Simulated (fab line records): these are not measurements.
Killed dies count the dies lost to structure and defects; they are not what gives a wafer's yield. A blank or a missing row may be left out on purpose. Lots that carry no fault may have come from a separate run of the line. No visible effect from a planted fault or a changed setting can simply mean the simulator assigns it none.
Chamber matching -- flow gf180mcu -- GF_V5_CVD_02 on pecvd-04: 3 sister chambers
The step deposits SiO2 from TEOS, target thk 1450 nm, time 163.28 s. 14 wafers are shown with their chamber, then 7 later ones without.

## WAFERS PAIRED WITH THEIR CHAMBERS
wafer,chamber,heaterPowerW (W),heaterPowerOuterW (W)
L328.4,0,548,313
L328.5,2,764,384
L328.6,1,577,313
L329.2,0,585,326
L329.3,1,544,293
L329.6,1,590,334
L332.2,1,592,329
L332.4,0,558,314
L332.6,1,467,233
L333.2,2,912,515
L333.4,0,711,411
L333.5,2,733,398
L341.1,1,518,280
L341.2,0,648,384

SIGNATURES, as means of the wafers listed above
reading,chamber 0,chamber 1,chamber 2,scatter within a chamber
heaterPowerW,610.00,548.00,803.00,66.8
heaterPowerOuterW,349.60,297.00,432.33,48.2
Rule: a wafer lies at a distance from a chamber equal to the root of the sum of squares, over the readings, of (its reading less the chamber's mean, divided by the reading's scatter). The wafer belongs to the nearest chamber; if the next one is less than 2 further off, it can't be placed. The scatter is the square root of a quotient: the sum, over the shown wafers, of each reading's squared deviation from its chamber's mean, divided by wafers minus chambers.

## WAFERS WITHOUT THEIR CHAMBER
wafer,heaterPowerW (W),heaterPowerOuterW (W)
L341.5,698,426
L347.2,693,405
L347.5,554,313
L347.6,463,235
L348.4,473,231
L348.5,554,301
L348.6,767,387

## CHAMBER TAKEN BY EACH
wafer,from the rows above,in truth
L341.5,can't be placed: 2 or 0 or 1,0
L347.2,can't be placed: 0 or 2 or 1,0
L347.5,can't be placed: 1 or 0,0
L347.6,can't be placed: 1 or 0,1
L348.4,can't be placed: 1 or 0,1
L348.5,can't be placed: 1 or 0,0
L348.6,can't be placed: 2 or 0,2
Correctly placed: 0 of 7. From these rows, 7 cannot be placed; in 7 the true chamber is one of the candidates. 0 placed wrongly.
